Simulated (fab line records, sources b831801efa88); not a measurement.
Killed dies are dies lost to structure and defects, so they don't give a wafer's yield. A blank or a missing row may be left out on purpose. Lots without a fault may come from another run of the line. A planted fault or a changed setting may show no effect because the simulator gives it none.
Which tool did it? | flow gf180mcu | 7 lots, 21 wafers sampled, at 3 steps of a route of 602

WHAT THE GAUGES READ, wafer by wafer
GF_HV_LDD_TW_MEAS_23.
lot  | measured     | on            | HV_LDD_2_TW
L488 | day 11 00:07 | film_metro-03 | 1062 1058 1051
L490 | day 11 15:47 | film_metro-01 | 1056 1056 1067
L491 | day 12 11:13 | film_metro-01 | 1068 1057 1061
L497 | day 14 10:10 | film_metro-02 | 1049 1053 1056
L501 | day 15 06:07 | film_metro-01 | 30 30 30
L502 | day 15 20:58 | film_metro-02 | 30 30 30
L509 | day 17 09:50 | film_metro-03 | 1058 1058 1057

WHICH TOOL RAN EACH LOT (tool, then ch and the chambers of the sampled wafers, then the start)
lot  | GF_POLY_GATE_ETCH_13             | GF_HV_LDD_IMPLANT_21
L488 | rie_si-02 ch 1,2, day 9 09:31    | implanter-02 ch 0, day 10 23:54
L490 | rie_si-01 ch 0,1,2, day 10 02:06 | implanter-02 ch 0, day 11 15:33
L491 | rie_si-02 ch 1,2,3, day 10 20:31 | implanter-01 ch 0, day 12 10:58
L497 | rie_si-02 ch 0,1,2, day 12 12:00 | implanter-03 ch 0, day 14 09:56
L501 | rie_si-01 ch 0,1,3, day 13 10:18 | implanter-01, day 15 05:52
L502 | rie_si-01 ch 1,2,3, day 14 00:27 | implanter-01, day 15 20:43
L509 | rie_si-01 ch 0,2, day 15 11:47   | implanter-01 ch 0, day 17 09:36
- GF_POLY_GATE_ETCH_13: etches poly-Si in HBr/Cl2, stops on SiO2, target depth 198.5 nm, time 69.6 s.
- GF_HV_LDD_IMPLANT_21

THE ANSWER, worked out from the rows above alone
Rule: what is usual is taken from the lots themselves. Put in order of their means at a reading, lots are off if they are a third of the lots or fewer, leave a main group of 4 or more, and stand apart from it by a gap of 3 or more times the standard deviation of the main group's means; of several such gaps the widest counts. A main group whose means are all the same, to the digits that the tables above print for the reading, isn't used. A lot without any number at a reading at which 4 lots or more have one is off too. The other lots that the step has rows for count as sound.
Off: L501, L502, at GF_HV_LDD_TW_MEAS_23 (HV_LDD_2_TW). The main group: mean 1058, standard deviation 3.1.
A tool fits if, at a process step before that reading, it ran every lot that is off, and no sound lot after the first of them. The gauges at GF_HV_LDD_TW_MEAS_23 are tried like those tools. None of those tried fits.

WHAT THE SIMULATOR HAD PUT IN
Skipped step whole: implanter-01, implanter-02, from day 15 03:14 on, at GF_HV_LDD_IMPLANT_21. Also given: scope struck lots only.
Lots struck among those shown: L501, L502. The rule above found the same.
